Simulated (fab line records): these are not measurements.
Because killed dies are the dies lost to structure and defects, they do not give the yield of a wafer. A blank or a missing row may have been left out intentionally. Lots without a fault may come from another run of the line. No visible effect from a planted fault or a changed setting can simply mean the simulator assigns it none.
Check of tool commonality | flow sky130 | 36 wafers sampled across 12 lots

## THE REASON FOR OPENING IT
2 of 12 lots carry a flag on the reading LDD_HVN_TW at SKY_LDD_HVN_TW_MEAS_10. Wafers without a fault read 1449, standard deviation 10.
Rule: flag the lot when none of its wafers has a number, or when each of its wafers that has one lies beyond 4 standard deviations from that mean. The rest of the lots are taken to be sound.

lot  | measured     | on            | LDD_HVN_TW, wafer by wafer | flag
L253 | day 20 16:32 | film metro-04 | 1440 1445 1440             |
L254 | day 20 22:53 | film metro-02 | 1467 1461 1467             |
L255 | day 21 06:22 | film metro-04 | 1443 1452 1437             |
L256 | day 21 20:05 | film metro-03 | 1442 1439 1439             |
L259 | day 22 23:41 | film metro-03 | 1385 1379 1385             | FLAGGED
L260 | day 23 08:55 | film metro-02 | 1405 1408 1407             | FLAGGED
L267 | day 25 21:07 | film metro-04 | 1441 1446 1450             |
L269 | day 26 12:46 | film metro-02 | 1459 1459 1457             |
L270 | day 26 19:53 | film metro-04 | 1437 1441 1437             |
L271 | day 27 10:04 | film metro-03 | 1448 1441 1450             |
L273 | day 28 01:56 | film metro-02 | 1464 1461 1457             |
L274 | day 28 09:22 | film metro-02 | 1454 1458 1461             |
On average the flagged lots' numbers are 1395, which is -54 against the usual, or -5 standard deviations.

## EACH LOT AND THE TOOL IT RAN ON
The record holds 2 process steps before the reading, out of a route of 708 steps. Read each cell as the tool, then ch plus the chambers that the sampled wafers visited, then the start.
lot  | flag    | SKY_POLY_GATE_STRIP_18               | SKY_LDD_HVN_IMPLANT_08
L253 |         | plasma asher-01 ch 0,1, day 16 17:31 | implanter-02 ch 0, day 20 16:18
L254 |         | plasma asher-01 ch 0,1, day 16 23:08 | implanter-04 ch 0, day 20 22:39
L255 |         | plasma asher-01 ch 0,1, day 17 06:38 | implanter-04 ch 0, day 21 06:07
L256 |         | plasma asher-01 ch 0, day 17 20:49   | implanter-03 ch 0, day 21 19:50
L259 | FLAGGED | plasma asher-01 ch 0,1, day 19 00:13 | implanter-04 ch 0, day 22 23:28
L260 | FLAGGED | plasma asher-02 ch 0,1, day 19 09:46 | implanter-04 ch 0, day 23 08:40
L267 |         | plasma asher-04 ch 0,1, day 21 23:59 | implanter-02 ch 0, day 25 20:52
L269 |         | plasma asher-02 ch 0,1, day 22 16:29 | implanter-02 ch 0, day 26 12:31
L270 |         | plasma asher-02 ch 0,1, day 23 00:55 | implanter-02 ch 0, day 26 19:38
L271 |         | plasma asher-02 ch 0,1, day 23 14:32 | implanter-04 ch 0, day 27 09:49
L273 |         | plasma asher-04 ch 0,1, day 24 06:27 | implanter-04 ch 0, day 28 01:43
L274 |         | plasma asher-01 ch 0,1, day 24 15:13 | implanter-04 ch 0, day 28 09:07
What is done by these steps:
- SKY_POLY_GATE_STRIP_18: strips in O2/N2.
- SKY_LDD_HVN_IMPLANT_08
- SKY_LDD_HVN_TW_MEAS_10

## FLAGGED AGAINST TOTAL, ONE TOOL AT A TIME (gauges that did the reading follow at the end)
step                   | tool            | lots run | flagged | share of the flagged lots | sound lots run after its first flagged lot
SKY_POLY_GATE_STRIP_18 | plasma asher-01 | 6        | 1       | some                      | 1 (L274)
SKY_POLY_GATE_STRIP_18 | plasma asher-02 | 4        | 1       | some                      | 3 (L269,L270,L271)
SKY_POLY_GATE_STRIP_18 | plasma asher-04 | 2        | 0       | none                      | -
SKY_LDD_HVN_IMPLANT_08 | implanter-02    | 4        | 0       | none                      | -
SKY_LDD_HVN_IMPLANT_08 | implanter-03    | 1        | 0       | none                      | -
SKY_LDD_HVN_IMPLANT_08 | implanter-04    | 7        | 2       | all                       | 3 (L271,L273,L274)
SKY_LDD_HVN_TW_MEAS_10 | film metro-02   | 5        | 1       | some                      | 3 (L269,L273,L274)
SKY_LDD_HVN_TW_MEAS_10 | film metro-03   | 3        | 1       | some                      | 1 (L271)
SKY_LDD_HVN_TW_MEAS_10 | film metro-04   | 4        | 0       | none                      | -

## THE TABLE: WHAT IT ALLOWS
Rows of the table that ran each flagged lot: 1, that is implanter-04 at SKY_LDD_HVN_IMPLANT_08.
- implanter-04 at SKY_LDD_HVN_IMPLANT_08: 2 of its 7 lots flagged. Sound lots followed the first flagged one (L271, L273, L274) on it, something a lasting fault affecting the whole tool could not allow.
There is no row in the table that ran each flagged lot and no sound lot after the first.

## WHAT THE SIMULATOR HAD PUT IN
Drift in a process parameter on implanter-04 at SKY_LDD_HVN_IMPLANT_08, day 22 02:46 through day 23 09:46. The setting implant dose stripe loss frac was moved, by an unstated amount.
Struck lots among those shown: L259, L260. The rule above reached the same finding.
